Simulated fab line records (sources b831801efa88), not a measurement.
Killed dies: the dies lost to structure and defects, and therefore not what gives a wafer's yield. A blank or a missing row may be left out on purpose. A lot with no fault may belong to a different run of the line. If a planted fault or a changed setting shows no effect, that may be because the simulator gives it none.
A single fault, viewed from 2 desks -- flow gf180mcu -- only its own numbers are on each desk; what lay behind them is given at the end

== DESK OF THE TOOL OWNER: rie_si-02 ==
The tool's own readings at GF_POLY_GATE_ETCH_13 (etches poly-Si in HBr/Cl2, stops on SiO2, target depth 198.5 nm, time 69.6 s): means of the sampled wafers that have a number, for each lot that ran on this tool. If a lot's mean is further than 4 standard deviations from the usual mean, the lot is out of limits and carries the mark OUT (the distance appears in the brackets).
Columns: A = drypump_motor_current_A at GF_POLY_GATE_ETCH_13, usual 5.5 A; B = he_backside_leak_sccm at GF_POLY_GATE_ETCH_13, usual 2.71 sccm; C = oes_product_au at GF_POLY_GATE_ETCH_13, usual 0.987 a.u.; D = throttle_valve_pct at GF_POLY_GATE_ETCH_13, usual 33.684 %
lot,first seen here,A,B,C,D
L274,day 9 04:46,5.7,2.73,0.984,33.680
L275,day 9 10:43,5.0,2.50,0.986,33.688
L276,day 9 18:43,5.7,2.69,0.985,33.676
L277,day 10 05:34,5.3,2.59,0.987,33.692
L281,day 11 06:43,5.5,2.85,0.821 (-22) OUT,33.684
L283,day 12 00:22,5.3,2.60,0.827 (-22) OUT,33.693
L294,day 15 07:38,5.7,2.63,0.993,33.687
Finding of this desk: L281, L283 out of limits; the first was L281 at day 11 06:43, on oes_product_au at GF_POLY_GATE_ETCH_13. Within limits: L274, L275, L276, L277, L294.

== METROLOGY DESK ==
Means of the sampled wafers that have a number, per lot and without regard to the tool the lot ran on: this is what the gauges read. If a lot's mean is further than 4 standard deviations from the usual mean, the lot is out of limits and carries the mark OUT (the distance appears in the brackets).
Columns: A = HV_LDD_03_OVL at GF_HV_LDD_OVL_MEAS_47, usual -0.4 nm; B = cd_nm at GF_V1_CD_MEAS_14, usual 259.9 nm
lot,first seen here,A,B
L274,day 12 06:56,0.0,260.3
L275,day 12 14:17,2.3,258.4
L276,day 13 01:39,-1.0,259.0
L277,day 13 14:07,0.3,259.2
L281,day 14 17:53,-1.5,258.0
L283,day 15 12:01,1.8,261.0
L290,day 17 23:29,0.1,259.6
L292,day 18 10:32,-0.8,260.9
L294,day 19 07:18,1.8,260.2
L295,day 19 16:39,-0.9,259.9
L296,day 19 21:49,-0.6,259.3
L297,day 20 02:36,-0.3,259.4
Result from this desk: across the 12 lots, nothing is out of limits.

== TAKEN TOGETHER ==
On L281, L283, at day 11 06:43, an alarm was possible from the tool owner's desk.
At the metrology desk, nothing out of limits was observed.
The metrology desk holds a record of L281, L283, inside its limits.
All the named lots went through GF_POLY_GATE_ETCH_13 on rie_si-02.

== WHAT HAD BEEN PUT IN BY THE SIMULATOR ==
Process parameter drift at GF_POLY_GATE_ETCH_13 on rie_si-02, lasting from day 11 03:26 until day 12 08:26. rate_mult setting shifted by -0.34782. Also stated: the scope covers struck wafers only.
Struck lots among those shown: L281, L283.
Hours from the fault's start to each desk's first reading out of limits: the tool owner's desk, 3.
